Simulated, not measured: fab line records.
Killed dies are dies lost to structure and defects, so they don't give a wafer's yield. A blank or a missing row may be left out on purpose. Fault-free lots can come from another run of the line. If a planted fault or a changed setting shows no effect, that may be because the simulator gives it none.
fab line records | flow sky130
record: lots: 6 wafers: 18 lastDay: 50
route steps=708 shown METAL2@489
lots that met no fault: from a run of the same line without faults
startH: hours from the record's opening day to when the first of the lot's shown wafers began | waitH: how many hours have passed since the lot's step before this one | " identical to the entry in the row above | L1.1+2: a single row standing in for several wafers | - value missing, or start not given | * or withheld: withheld | < > ~ a bound
route shown NAME@n: names a module that has steps shown in the file, with the first one's number in the route | usual: the fault-free wafers' mean and standard deviation | same: alike in all rows | chamber/n: place in a boat | sites: readings site by site | _std_site: standard deviation across them | _edge_site: mean of outer sites minus mean of inner sites | radiusMm: for every site, how far away it sits from the centre of the wafer | mask NAME#n: copy n | behind: tool/chamber where the wafer was last shaped | hold: why the lot was held/for how many hours/how that ended | device: the transistor (n, p or np) that didn't switch | end of line: at the end of the route, the tests of the same wafers | a step without rows: its recipe alone | killed: the dies lost at the first sort to structure and to defects; this is not the yield of the wafer | map: dies across one wafer; x = killed, . = not, _ = none there
set.NAME: the setting that was run; set.NAME@STEP: the one run at that earlier step | model.NAME: the simulator's own value behind a step, which no gauge read
certain route steps with their lots: each step a table, each wafer a row
services: the hour from which a tool's chamber was out of use, counted from the record's first day as startH (under 0 if before that day), plus the number of hours and why
== steps ==
step: SKY_METAL2_THK_MEAS_06
recipe: thkMeasGauge: xrf reads: AlCu_of_METAL2_SPUTTER_02
usual: METAL2_ALCU_THK: 251/3
columns lot.wafer tool chamber startH waitH METAL2_ALCU_THK[nm]
L928.2 filmMetro-03 - 854.74 0.1 255
L928.4 " - " " 254
L928.6 " - " " 254
L936.3 filmMetro-04 - 917.21 0.1 252
L936.5 " - " " 253
L936.6 " - " " 248
L939.2 filmMetro-01 - 933.81 0.1 252
L939.3 " - " " 249
L939.4 " - " " 248
L940.3 filmMetro-01 - 946.37 0.1 255
L940.4 " - " " 257
L940.5 " - " " 253
L942.1 filmMetro-01 - 951.74 0.1 254
L942.5 " - " " 257
L942.6 " - " " 254
L943.1 filmMetro-04 - 959.04 0.1 248
L943.5 " - " " 251
L943.6 " - " " 248
step: SKY_METAL2_DEHYDRATE_07
recipe: tempC: 200 timeS: 60
step: SKY_METAL2_HMDS_08
recipe: primeTimeS: 60 primeTempC: 120
step: SKY_METAL2_COAT_09
recipe: resist: BARC tempC: withheld timeS: withheld spinRpm: 3000 resistThkNm: 60
step: SKY_METAL2_COAT_10
recipe: resist: KrF-thick spinRpm: 3000 resistThkNm: 450
step: SKY_METAL2_SOFTBAKE_11
recipe: tempC: 100 timeS: 90 resist: KrF-thick
step: SKY_METAL2_EXPOSE_12
recipe: maskId: MM2 na: 0.8 sourceShape: annular sigmaInner: 0.55 sigmaOuter: 0.85 targetCdNm: 140 doseMj: 28
step: SKY_METAL2_PEB_13
recipe: pebTempC: withheld pebTimeS: withheld resist: KrF-thick
step: SKY_METAL2_DEVELOP_14
recipe: developTimeS: 60 resist: KrF-thick devTempC: 21
step: SKY_METAL2_CD_MEAS_15
recipe: targetCdNm: 140
usual: cdNm: 139.8/1.7
columns lot.wafer tool chamber startH waitH cdNm
L928.2 cdSem-02 - 881.12 - 137.5
L928.4 " - " " 137.2
L928.6 " - " " 137.5
L936.3 cdSem-01 - 941.06 - 141.5
L936.5 " - " " 142.5
L936.6 " - " " 140.2
L939.2 cdSem-02 - 957.92 - 141.2
L939.3 " - " " 141.2
L939.4 " - " " 141.1
L940.3 cdSem-01 - 969.91 - 140.6
L940.4 " - " " 140.9
L940.5 " - " " 141.4
L942.1 cdSem-01 - 975.42 - 137.5
L942.5 " - " " 140.1
L942.6 " - " " 137.5
L943.1 cdSem-02 - 983.37 - 143.7
L943.5 " - " " 144.0
L943.6 " - " " 145.1
step: SKY_METAL2_OVL_MEAS_16
usual: METAL2_OVL: 4/5
columns lot.wafer tool chamber startH waitH METAL2_OVL[nm]
L928.2 overlay-02 - 881.22 0.1 7
L928.4 " - " " 6
L928.6 " - " " 5
L936.3 overlay-02 - 941.15 0.1 10
L936.5 " - " " 8
L936.6 " - " " 11
L939.2 overlay-02 - 958.02 0.1 7
L939.3 " - " " 4
L939.4 " - " " 8
L940.3 overlay-01 - 970.00 0.1 1
L940.4 " - " " -3
L940.5 " - " " 4
L942.1 overlay-02 - 975.54 0.1 -5
L942.5 " - " " -5
L942.6 " - " " -6
L943.1 overlay-02 - 983.49 0.1 -10
L943.5 " - " " -8
L943.6 " - " " -1
step: SKY_METAL2_DESCUM_17
recipe: chemistry: O2 sourcePowerW: 150 biasPowerW: 0 pressureMtorr: 10 tempC: 40 timeS: 8
usual: chamberPressureMTorr: 10.001/0.0085 drypumpMotorCurrentA: 5.7/0.5 oesProductAu: 1.001/0.0079
columns lot.wafer tool chamber startH waitH chamberPressureMTorr drypumpMotorCurrentA oesProductAu rfHoursCounterH
L928.2 rieMetal-03 1 881.25 0.0 10.021 5.5 0.990 1
L928.4 " 1 " " 10.003 5.5 0.993 -
L928.6 " 0 " " 10.009 4.9 1.013 -
L936.3 rieMetal-02 0 941.19 0.0 10.009 5.8 1.008 -
L936.5 " 1 " " 9.983 6.3 1.003 -
L936.6 " 0 " " 10.003 5.7 1.004 -
L939.2 rieMetal-03 0 958.05 0.0 10.001 4.9 1.002 16
L939.3 " 1 " " 9.987 5.5 0.992 -
L939.4 " 0 " " 10.005 4.9 1.007 -
L940.3 rieMetal-01 0 970.04 0.0 9.991 6.2 1.006 -
L940.4 " 1 " " 9.994 5.1 0.991 -
L940.5 " 0 " " 9.997 6.2 1.007 -
L942.1 rieMetal-03 0 975.58 0.0 9.989 4.9 1.004 16
L942.5 " 0 " " 9.998 4.9 1.009 -
L942.6 " 1 " " 10.007 5.5 0.986 -
L943.1 rieMetal-02 1 983.53 0.0 10.023 6.2 0.994 14
L943.5 " 0 " " 10.017 5.8 1.008 -
L943.6 " 1 " " 10.002 6.2 0.995 -
step: SKY_METAL2_ETCH_18
recipe: chemistry: N2/H2 target: BARC ionEnergyEv: 200 biasW: 100 pressureMtorr: 30 n2FlowSccm: 100 h2FlowSccm: 200 icpW: 500 stopOn: SiO2 timeS: 45.9 targetDepthA: 600
usual: biasW: 99.98/0.3 chamberPressureMTorr: 29.999/0.026 drypumpMotorCurrentA: 5.7/0.5 oesProductAu: 0.854/0.0049 throttleValvePct: 13.224/0.009
columns lot.wafer tool chamber startH waitH biasW chamberPressureMTorr drypumpMotorCurrentA oesProductAu rfHoursCounterH throttleValvePct model.KrF-thick_of_METAL2_COAT_10.thkNm
L928.2 rieMetal-03 1 881.30 0.0 99.93 30.009 5.5 0.850 1 13.233 394
L928.4 " 1 " " 100.04 30.019 5.5 0.845 - 13.225 392.4
L928.6 " 0 " " 100.32 30.021 4.9 0.853 - 13.224 391.5
L936.3 rieMetal-02 0 941.23 0.0 100.15 29.958 5.8 0.855 - 13.214 391.8
L936.5 " 1 " " 99.78 29.972 6.3 0.855 - 13.230 392.3
L936.6 " 0 " " 99.72 29.984 5.8 0.857 - 13.222 393
L939.2 rieMetal-03 0 958.09 0.0 - - - - - - 433.7
L939.3 " 1 " " - - - - - - 433.5
L939.4 " 0 " " - - - - - - 432.9
L940.3 rieMetal-01 0 970.08 0.0 - - - - - - 438.7
L940.4 " 1 " " - - - - - - 438.2
L940.5 " 0 " " - - - - - - 438
L942.1 rieMetal-03 0 975.61 0.0 100.00 29.986 5.0 0.853 16 13.230 392.2
L942.5 " 0 " " 100.24 29.982 4.9 0.864 - 13.229 392.9
L942.6 " 1 " " 100.15 29.935 5.5 0.851 - 13.212 390.8
L943.1 rieMetal-02 1 983.56 0.0 99.65 30.037 6.3 0.848 14 13.228 390.9
L943.5 " 0 " " 100.20 30.021 5.8 0.855 - 13.208 391.1
L943.6 " 1 " " 99.28 29.997 6.3 0.851 - 13.222 392
step: SKY_METAL2_METAL_ETCH_19
recipe: targetDepthA: 3600 stopOn: SiO2 overEtchFrac: 0.3 timeS: 78 chemistry: Cl2/BCl3 resistSidewallDeg: 88 pressureMtorr: 10 icpW: 900 biasW: 48.5 Cl2_flow_sccm: 60 bcl3FlowSccm: 30
usual: bcl3FlowSccm: 30.02/0.077 biasW: 48.49/0.15 chamberPressureMTorr: 10.000/0.01 drypumpMotorCurrentA: 5.7/0.5 oesProductAu: 0.854/0.0055 throttleValvePct: 22.265/0.0092
columns lot.wafer tool chamber startH waitH bcl3FlowSccm biasW chamberPressureMTorr drypumpMotorCurrentA oesProductAu rfHoursCounterH throttleValvePct model.KrF-thick_of_METAL2_COAT_10.thkNm
L928.2 rieMetal-03 1 881.38 0.1 29.90 48.53 9.991 5.5 0.853 1 22.274 158.3
L928.4 " 1 " " 30.10 48.53 9.998 5.5 0.857 - 22.264 156.8
L928.6 " 0 " " 30.02 48.47 9.981 4.9 0.858 - 22.249 153.5
L936.3 rieMetal-02 0 941.30 0.1 30.16 48.47 10.014 5.8 0.863 - 22.268 154
L936.5 " 1 " " 30.17 48.46 9.983 6.2 0.855 - 22.278 157.3
L936.6 " 0 " " 29.94 48.31 10.003 5.8 0.848 - 22.261 153.3
L939.2 rieMetal-03 0 958.15 0.0 29.94 48.55 9.995 4.9 0.377 16 22.253 196.7
L939.3 " 1 " " 30.04 48.42 10.000 5.5 0.379 - 22.267 200.4
L939.4 " 0 " " 29.94 48.77 10.014 4.9 0.380 - 22.265 195.7
L940.3 rieMetal-01 0 970.15 0.1 30.06 48.37 10.003 6.2 0.384 - 22.265 203.5
L940.4 " 1 " " 30.07 48.31 10.001 5.1 0.377 - 22.278 204.6
L940.5 " 0 " " 29.95 48.53 9.983 6.2 0.372 - 22.271 203.4
L942.1 rieMetal-03 0 975.67 0.0 29.97 48.56 10.006 4.9 0.856 16 22.280 157.7
L942.5 " 0 " " 30.03 48.87 10.008 4.9 0.856 - 22.263 156.6
L942.6 " 1 " " 29.98 48.42 9.991 5.5 0.853 - 22.272 158.4
L943.1 rieMetal-02 1 983.62 0.0 30.14 48.53 10.006 6.2 0.846 14 22.274 155.5
L943.5 " 0 " " 30.10 48.55 9.996 5.8 0.847 - 22.266 154.3
L943.6 " 1 " " 30.06 48.37 10.001 6.3 0.839 - 22.264 156.7
step: SKY_METAL2_STRIP_20
recipe: chemistry: O2/N2 powerW: 1400 pressureMtorr: 1500 platenTempC: withheld o2FlowSccm: 3000 n2FlowSccm: 300 overashFraction: 0.5
usual: chamberPressureMTorr: 1500.0/1.5 drypumpMotorCurrentA: 5.6/0.42 o2FlowSccm: 3001/8.9 oesProductAu: 0.342/0.0041 stripTimeToEndpointS: 2.680/0.026
same: overashFraction: 0.5
columns lot.wafer tool chamber startH waitH chamberPressureMTorr drypumpMotorCurrentA o2FlowSccm oesProductAu rfHoursCounterH stripTimeToEndpointS
L928.2 plasmaAsher-02 1 881.50 0.1 1500.2 5.8 3010 0.341 76 2.702
L928.4 " 1 " " 1498.7 5.8 3005 0.338 - 2.683
L928.6 " 0 " " 1498.5 5.6 3002 0.342 - 2.646
L936.3 plasmaAsher-03 0 941.40 0.1 1500.2 6.0 2995 0.343 - 2.638
L936.5 " 1 " " 1498.4 5.8 3005 0.345 - 2.661
L936.6 " 0 " " 1500.5 6.0 3009 0.335 - 2.628
L939.2 plasmaAsher-03 1 958.24 0.1 1502.0 5.9 2988 0.358 23 3.122
L939.3 " 0 " " 1500.0 6.0 2990 0.360 - 3.147
L939.4 " 1 " " 1501.8 5.9 2999 0.359 - 3.116
L940.3 plasmaAsher-02 1 970.25 0.1 1499.1 5.7 3008 0.362 - 3.215
L940.4 " 0 " " 1499.6 5.6 3010 0.365 - 3.191
L940.5 " 0 " " 1499.8 5.6 3005 0.360 - 3.187
L942.1 plasmaAsher-03 1 975.76 0.1 1502.6 5.9 2997 0.338 25 2.685
L942.5 " 1 " " 1496.6 5.9 3006 0.347 - 2.662
L942.6 " 0 " " 1500.5 6.0 2993 0.341 - 2.672
L943.1 plasmaAsher-02 0 983.71 0.1 1499.0 5.6 3000 0.342 86 2.670
L943.5 " 0 " " 1502.8 5.6 3005 0.348 - 2.644
L943.6 " 1 " " 1497.2 5.7 3015 0.346 - 2.673
step: SKY_METAL2_STRIP_21
recipe: chemistry: postEtchResidueRemover timeS: 1200 tempC: 72.5
== services ==
columns tool chamber startH hours kind
rieMetal-02 1 857.43 2.4 repair
plasmaAsher-02 - 859.21 14.6 pm
rieMetal-02 0 862.28 19.8 repair
rieMetal-02 1 901.18 13.8 repair
plasmaAsher-03 - 937.74 2.8 pm
rieMetal-03 - 939.76 9.0 repair
rieMetal-01 - 944.82 4.3 pm
rieMetal-01 - 970.23 0.5 repair
== key ==
firstSign: step: SKY_METAL2_ETCH_18 reading: toolRecord direction: missing
effect: step: SKY_METAL2_METAL_ETCH_19 reading: oesProductAu direction: down sigmas: 86 usual: 0.854 struck: 0.378
effect: step: SKY_METAL2_STRIP_20 reading: stripTimeToEndpointS direction: up sigmas: 19 usual: * struck: *
modelEffect: step: SKY_METAL2_ETCH_18 value: KrF-thick_of_METAL2_COAT_10.thkNm without: 392.4 struck: 435.8
modelEffect: step: SKY_METAL2_METAL_ETCH_19 value: KrF-thick_of_METAL2_COAT_10.thkNm without: 157.3 struck: 200.7
metAt SKY_METAL2_ETCH_18
struckWafers L939.2,L939.3,L939.4,L940.3,L940.4,L940.5
laterRowsLeftOut L939.2,L939.3,L939.4,L940.3,L940.4,L940.5
sortLeftOut L939.2,L939.3,L939.4,L940.3,L940.4,L940.5
onsetBetween 881.30 958.09
fault: kind: skippedStepWhole tool: rieMetal-01,rieMetal-03 chamber: - onsetH: 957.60 steps: SKY_METAL2_ETCH_18 scope: struckLotsOnly
sortLeftOut: the simulated sort isn't trusted on such a fault, so these wafers' sort isn't shown, and their yield isn't known
laterRowsLeftOut: the simulator's readings of these wafers behind a module that went badly wrong aren't trusted and aren't shown, but for the sort
